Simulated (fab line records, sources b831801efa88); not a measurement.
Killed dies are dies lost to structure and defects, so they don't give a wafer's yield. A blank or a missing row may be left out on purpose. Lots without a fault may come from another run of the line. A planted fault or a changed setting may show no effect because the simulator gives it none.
One fault seen from 2 desks | flow gf180mcu | each desk has only its own numbers; what lay behind them comes last

THE METROLOGY DESK
What the gauges read, lot by lot, whatever tool the lot ran on: means of the sampled wafers that have a number. A lot is out of limits, marked OUT, if its mean lies more than 4 standard deviations from the usual mean; the brackets give that distance.
Columns: A = LVPWELL_TW at GF_LVPWELL_TW_MEAS_11, usual 561.1; B = DUAL_GATE_OXIDATION_00_THK at GF_DUAL_GATE_THK_MEAS_03, usual 10.75 nm; C = POLY_GATE_OVL at GF_POLY_GATE_OVL_MEAS_11, usual -2 nm
lot  | first seen here | A                       | B     | C
L753 | day 3 21:22     | 557.0                   | 11.11 | 0
L755 | day 4 07:16     | 560.2                   | 10.58 | -2
L757 | day 4 19:11     | 558.0                   | 10.54 | -2
L761 | day 5 20:28     | 558.0                   | 10.63 | 5
L763 | day 6 11:08     | 562.4                   | 11.17 | -5
L765 | day 6 18:22     | 562.9                   | 10.72 | -4
L767 | day 7 02:55     | 107.6 (-99 or more) OUT | 10.50 | -2
L768 | day 7 09:41     | 559.3                   | 10.69 | -3
L771 | day 8 01:19     | 559.2                   | 10.67 | -12
L772 | day 8 08:49     | 558.8                   | 10.80 | 2
L773 | day 8 14:44     | 565.1                   | 10.92 | -2
L774 | day 8 22:58     | 562.6                   | 10.60 | 3
L776 | day 9 07:10     | 564.2                   | 10.75 | -2
This desk's finding: out of limits on L767; first on L767, day 7 02:55 (LVPWELL_TW at GF_LVPWELL_TW_MEAS_11). In limits: L753, L755, L757, L761, L763, L765, L768, L771, L772, L773, L774, L776.

THE TOOL OWNER'S DESK: plasma_asher-04
The tool's own readings at GF_NWELL_STRIP_10 (strips in O2/N2): means of the sampled wafers that have a number, for each lot that ran on this tool. A lot is out of limits, marked OUT, if its mean lies more than 4 standard deviations from the usual mean; the brackets give that distance.
Columns: A = drypump_motor_current_A at GF_NWELL_STRIP_10, usual 5.79 A; B = heater_power_w at GF_NWELL_STRIP_10, usual 330 W; C = n2_flow_sccm at GF_NWELL_STRIP_10, usual 299.8 sccm; D = oes_product_au at GF_NWELL_STRIP_10, usual 0.723 a.u.; E = strip_time_to_endpoint_s at GF_NWELL_STRIP_10, usual 36.96 s
lot  | first seen here | A    | B   | C     | D               | E
L753 | day 3 08:47     | 5.62 | 332 | 300.1 | 0.718           | 36.99
L755 | day 3 17:58     | 5.68 | 326 | 300.4 | 0.727           | 37.16
L761 | day 5 04:59     | 5.69 | 322 | 300.5 | 0.721           | 36.95
L765 | day 6 02:50     | 5.64 | 333 | 299.4 | 0.721           | 36.96
L767 | day 6 11:50     | 5.60 | 343 | 299.5 | 0.953 (+50) OUT | -
L776 | day 8 14:04     | 5.66 | 322 | 300.3 | 0.727           | 37.06
This desk's finding: out of limits on L767; first on L767, day 6 11:50 (oes_product_au at GF_NWELL_STRIP_10). In limits: L753, L755, L761, L765, L776.

PUT TOGETHER
The tool owner's desk could have raised an alarm at day 6 11:50, on L767.
The metrology desk could have raised an alarm at day 7 02:55, on L767.
Of the lots named, all ran GF_NWELL_STRIP_10 on plasma_asher-04.

WHAT THE SIMULATOR HAD PUT IN
Strip aborted: plasma_asher-04, from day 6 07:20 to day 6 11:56, at GF_NWELL_STRIP_10. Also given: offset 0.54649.
Lots struck among those shown: L767.
Hours from the fault's start to each desk's first reading out of limits: the tool owner's desk, 5; the metrology desk, 20.
